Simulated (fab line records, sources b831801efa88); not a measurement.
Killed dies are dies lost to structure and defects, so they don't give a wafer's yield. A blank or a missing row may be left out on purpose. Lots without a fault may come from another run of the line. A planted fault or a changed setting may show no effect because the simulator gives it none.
Problem report in the 8D (eight disciplines) form, filled by code | flow sky130 | the parts of the form that need people (team, actions taken, sign-off) are left out

1. THE PROBLEM
killed_at_front_end at SKY_PAD_OPEN_PROBE_99 reads a mean of 60 on 6 wafers of 2 lots; wafers without a fault read 15 with a standard deviation of 4.6. That is +9.7 standard deviations from the usual mean.
First seen on wafer L665.3, day 48 00:13, on prober-01. The record holds 9 wafers of 3 lots with a number at this step. Rule for "out", or "out of limits": more than 4 standard deviations from the usual mean. The other wafers with a number count as sound.

2. WHAT IT IS AND WHAT IT IS NOT
question                    | is                     | is not
which readings at this step | killed_at_front_end    | killed_at_M0_to_M3, killed_at_M4_up, killed_at_contacts, killed_at_other, killed_open
which lots                  | L665, L666             | L661
which wafers of those lots  | all that have a number | -
read on which tools         | prober-01              | -
when                        | from day 48 00:13      | up to then (3 sound wafers)

3. SUSPECTS, AND WHAT RULES EACH OUT
Counting: a tool at a process step up to the reading stays a suspect if it ran every lot that is out and no sound lot after the first of them.
- wet_bench-04 at SKY_FIELD_ISO_CLEAN_19 (cleans in SC1/SC2, time 150 s): kept. It ran every lot that is out, first L665 (day 4 05:04), and no sound lot after that; its last sound lot up to then is L661 (day 3 07:13).
- plasma_asher-02 at SKY_METAL5_STRIP_16 (strips in O2/N2): kept. It ran every lot that is out, first L665 (day 46 04:23), and no sound lot after that.
- pecvd-01 at SKY_PASSIVATION_CVD_00 (deposits SiO2, target thk 90 nm): kept. It ran every lot that is out, first L665 (day 46 04:57), and no sound lot after that.
- prober-01 at SKY_PAD_OPEN_PROBE_99: kept. It ran every lot that is out, first L665 (day 48 00:13), and no sound lot after that; its last sound lot up to then is L661 (day 47 11:02). Its own readings are out on those wafers: killed_at_front_end.
Left after counting: wet_bench-04 at SKY_FIELD_ISO_CLEAN_19, plasma_asher-02 at SKY_METAL5_STRIP_16, pecvd-01 at SKY_PASSIVATION_CVD_00, prober-01 at SKY_PAD_OPEN_PROBE_99.

4. THE CAUSE (what the simulator had put in)
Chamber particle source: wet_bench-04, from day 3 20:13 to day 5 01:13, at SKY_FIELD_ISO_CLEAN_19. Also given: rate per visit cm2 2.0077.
Counting left 4 suspects, and this tool is among them.

5. THE CHAIN OF EFFECTS, in route order
Each row: a reading whose mean over the struck wafers that have a number lies more than 3 standard deviations from the usual. Only readings for which the record gives a usual standard deviation are gone through. hours: the time from each lot's start at the first step in this table that gives one to its start at this step, as a median over the lots. sigmas: the change in usual standard deviations.
hours | step                  | reading             | usual | on struck wafers | change | sigmas
0     | SKY_PAD_OPEN_PROBE_99 | killed_at_front_end | 15    | 60               | +45    | +9.7
0     | SKY_PAD_OPEN_PROBE_99 | killed_dies         | 87    | 127              | +40    | +4.0
The process steps in it:
- SKY_PAD_OPEN_PROBE_99

6. WHAT WOULD HAVE CAUGHT IT SOONER
In this record the first reading out of limits was taken at day 48 00:13, 1060 hours after the fault began at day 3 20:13.
All the lots that are out (2) had begun SKY_FIELD_ISO_CLEAN_19 on wet_bench-04 by day 48 00:13. A hold on the tool at that time would have spared none of them.
